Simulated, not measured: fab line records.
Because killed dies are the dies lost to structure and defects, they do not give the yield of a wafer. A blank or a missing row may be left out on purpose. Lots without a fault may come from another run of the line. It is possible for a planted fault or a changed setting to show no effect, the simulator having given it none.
Problem report in the 8D (eight disciplines) form, filled by code | flow gf180mcu | the parts of the form that need people (team, actions taken, sign-off) are left out

## 1. WHAT IS WRONG
A mean of 1031 W is read at GF_V4_ETCH_17 for bias w, taken on 1 wafer of 1 lot, against 1200 W (standard deviation 4) on wafers free of any fault. That is -42 standard deviations from the usual mean.
The step: etches SiO2 in C4F8/O2/Ar, stops on TiN, target depth 630 nm.
Seen first at day 30 11:00 on rie diel-03, wafer L521.4. The record holds 39 wafers of 13 lots with a number at this step. Rule for "out", or "out of limits": more than 4 standard deviations from the usual mean. Any other wafer with a number is counted as sound.

## 2. WHAT IT IS, WHAT IT ISN'T
question                    | is                | is not
which readings at this step | bias w            | oes product au
which lots                  | L521              | L503, L504, L506, L507, L508, L509, L510, L511, L512, L513, L515, L517
which wafers of those lots  | L521.4            | L521.1, L521.2
read on which tools         | rie diel-03       | rie diel-01, rie diel-04
when                        | from day 30 11:00 | up to then (38 sound wafers)

## 3. THE SUSPECTS, EACH WITH WHAT RULES IT OUT
Counting: if a tool at a process step up to the reading ran every lot that is out, it stays a suspect. Sound lots after the first of them don't rule it out here, since some wafers of a struck lot are sound.
- rie diel-03 at GF_V4_ETCH_17 (etches SiO2 in C4F8/O2/Ar, stops on TiN, target depth 630 nm): kept. It processed L521, the lot that is out, at day 30 11:00, and its most recent sound lot before then was L515 at day 28 16:00. Its own bias w readings are out on those wafers.
- At GF_V4_ETCH_17, inside rie diel-03: chamber 0 took the wafers that are out, while their sound lot-mates went through chambers 2, 3.
Left after counting: rie diel-03 at GF_V4_ETCH_17.

## 4. THE CAUSE (what the simulator had put in)
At GF_V4_ETCH_17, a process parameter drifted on rie diel-03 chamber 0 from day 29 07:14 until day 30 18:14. Setting bias w, moved by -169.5, from 1200. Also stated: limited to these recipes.
Only this tool survived the counting.

## 5. THE CHAIN OF EFFECTS, in route order
One row per reading whose mean, taken over the struck wafers that have a number, lies over 3 standard deviations from the usual. Only readings for which the record gives a usual standard deviation are gone through. hours: the time from each lot's start at the first step in this table that gives one to its start at this step, as a median over the lots. sigmas: the change in usual standard deviations.
hours | step          | reading | usual  | on struck wafers | change | sigmas
0     | GF_V4_ETCH_17 | bias w  | 1200 W | 1031             | -169   | -42
Process steps it contains:
- GF_V4_ETCH_17: etches SiO2 in C4F8/O2/Ar, stops on TiN, target depth 630 nm.

## 6. WHAT WOULD HAVE CAUGHT IT SOONER
The fault began at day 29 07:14; the first out-of-limits reading in this record came at day 30 11:00, 28 hours later.
